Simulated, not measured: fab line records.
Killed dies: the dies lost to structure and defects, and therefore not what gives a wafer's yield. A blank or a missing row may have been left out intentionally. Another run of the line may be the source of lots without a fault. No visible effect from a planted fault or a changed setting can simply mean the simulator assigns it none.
Comparing a struck lot with a sound one -- flow sky130 -- 21 steps out of a route of 708
Sound: these wafers, L516.2, L516.4, L516.6. The struck wafers were L535.1, L535.4, L535.6. The cause is named last.
Per side, at each step with rows, come the tool, then ch with its chambers, and then its first start. Under that, the readings that differ: sound wafers -- struck wafers -- difference of the means -- sigmas: that difference in standard deviations of wafers without a fault.
alike: readings with means less than 2 such deviations apart, plus words and numbers identical on both sides. not compared: withheld readings, readings lacking a value on some wafer, bounds such as >300 that could conceal the same value, and numbers that have no deviation in the record and whose values overlap.
A row with sigmas, a row that says differs or no value, or rows on one side alone: a step with any of these is where the two part. Numbers that have no deviation but don't overlap get no sigmas and don't part them. A reading missing from all wafers of one side parts the sides only when that side holds two or more wafers.

first, 1 step without rows for these wafers: SKY_RES_XHIGH_IMPLANT_07.
SKY_RES_XHIGH_STRIP_08: strips in O2/N2.
  sound on plasmaAsher-04 ch 0,1, day 27 07:07; struck on plasmaAsher-04 ch 0,1, day 33 12:29
  alike: drypumpMotorCurrentA, oesProductAu, stripTimeToEndpointS
  not compared: rfHoursCounterH
SKY_RES_XHIGH_TW_MEAS_09:
  sound on filmMetro-01 at day 27 07:14; struck on filmMetro-02 at day 33 12:35
  alike: RES_XHIGH_TW
then, 7 steps without rows for these wafers: SKY_SD_N_DEHYDRATE_00 (time 60 s); SKY_SD_N_HMDS_01 (prime time 60 s); SKY_SD_N_COAT_02 (resist thk 1140 nm); SKY_SD_N_SOFTBAKE_03 (time 60 s); SKY_SD_N_EXPOSE_04 (exposes mask NSDM, target cd 380 nm); SKY_SD_N_PEB_05; SKY_SD_N_DEVELOP_06 (develop time 60 s).
SKY_SD_N_CD_MEAS_07: the cd target is 380 nm.
  sound on cdSem-02 at day 28 11:31; struck on cdSem-02 at day 34 14:27
  alike: cdNm
SKY_SD_N_OVL_MEAS_08:
  sound on overlay-02 at day 28 11:38; struck on overlay-01 at day 34 14:34
  alike: SD_N_OVL
SKY_SD_N_IMPLANT_09:
  sound on implanter-01 ch 0, day 28 11:41; struck on implanter-01 ch 0, day 34 14:37
following that, these wafers have no rows for 1 step: SKY_SD_N_IMPLANT_10.
SKY_SD_N_STRIP_11: strips in O2/N2.
  sound on plasmaAsher-04 ch 0,1, day 28 11:58; struck on plasmaAsher-03 ch 1, day 34 14:55
reading,sound,struck,difference,sigmas
oesProductAu (a.u.),0.530 0.525 0.518,0.537 0.537 0.533,+0.011,+2
stripTimeToEndpointS (s),22.62 22.61 22.62,22.00 21.96 21.98,-0.64,-16
  alike: drypumpMotorCurrentA
  not compared: rfHoursCounterH
SKY_SD_N_TW_MEAS_12:
  sound on filmMetro-02 at day 28 12:04; struck on filmMetro-03 at day 34 15:01
  alike: SD_N_TW
then, 1 step without rows for these wafers: SKY_SD_N_CLEAN_13 (cleans in SC1/SC2, time 150 s).
SKY_SD_N_RTA_14: time 2 s.
  sound on rtpAnneal-02 ch 0, day 28 12:11; struck on rtpAnneal-01 ch 0, day 34 15:07
  alike: chamberO2Ppm, lampPowerPct, wafer_temp_C_max
SKY_SD_N_RS_MEAS_16: a four-point-probe measurement.
  sound on filmMetro-02 at day 28 12:22; struck on filmMetro-02 at day 34 15:17
reading,sound,struck,difference,sigmas
SD_N_RS (ohm/sq),68.72 68.65 68.63,70.03 70.02 70.08,+1.38,+11
SKY_SD_N_RS_MEAS_17: a four-point-probe measurement.
  sound on filmMetro-02 at day 28 12:29; struck on filmMetro-02 at day 34 15:25
  alike: SD_P_RS
-- here the record skips 16 days between the struck wafers' starts before and after, leaving off in module SD_N and picking up in module PAD_OPEN (first step shown: number 708 of the route) --
SKY_PAD_OPEN_PROBE_99:
  sound on prober-02 at day 46 04:50; struck on prober-01 at day 50 10:19
reading,sound,struck,difference,sigmas
killedAtOther,0 0 0,1 2 0,+1,+2
model.etest.resNdiff.lineOhmUm,743.8 741.3 743.8,794.9 820.1 811.5,+65.9,
model.etest.resNdiffHv.rsOhmSq,115.8 114.9 115,119.8 120.8 119.9,+4.9,
model.etest.resNdiff.rsOhmSq,120.2 119.8 120.5,125.7 125.2 125.7,+5.4,
  alike: killed_at_M0_to_M3, killed_at_M4_up, killedAtContacts, killedAtFrontEnd, killedDies, killedOpen, killedShort

WHERE THEY PART
Earliest at SKY_SD_N_STRIP_11; latest, in this record, at SKY_PAD_OPEN_PROBE_99.

WHY: whatever the simulator had introduced
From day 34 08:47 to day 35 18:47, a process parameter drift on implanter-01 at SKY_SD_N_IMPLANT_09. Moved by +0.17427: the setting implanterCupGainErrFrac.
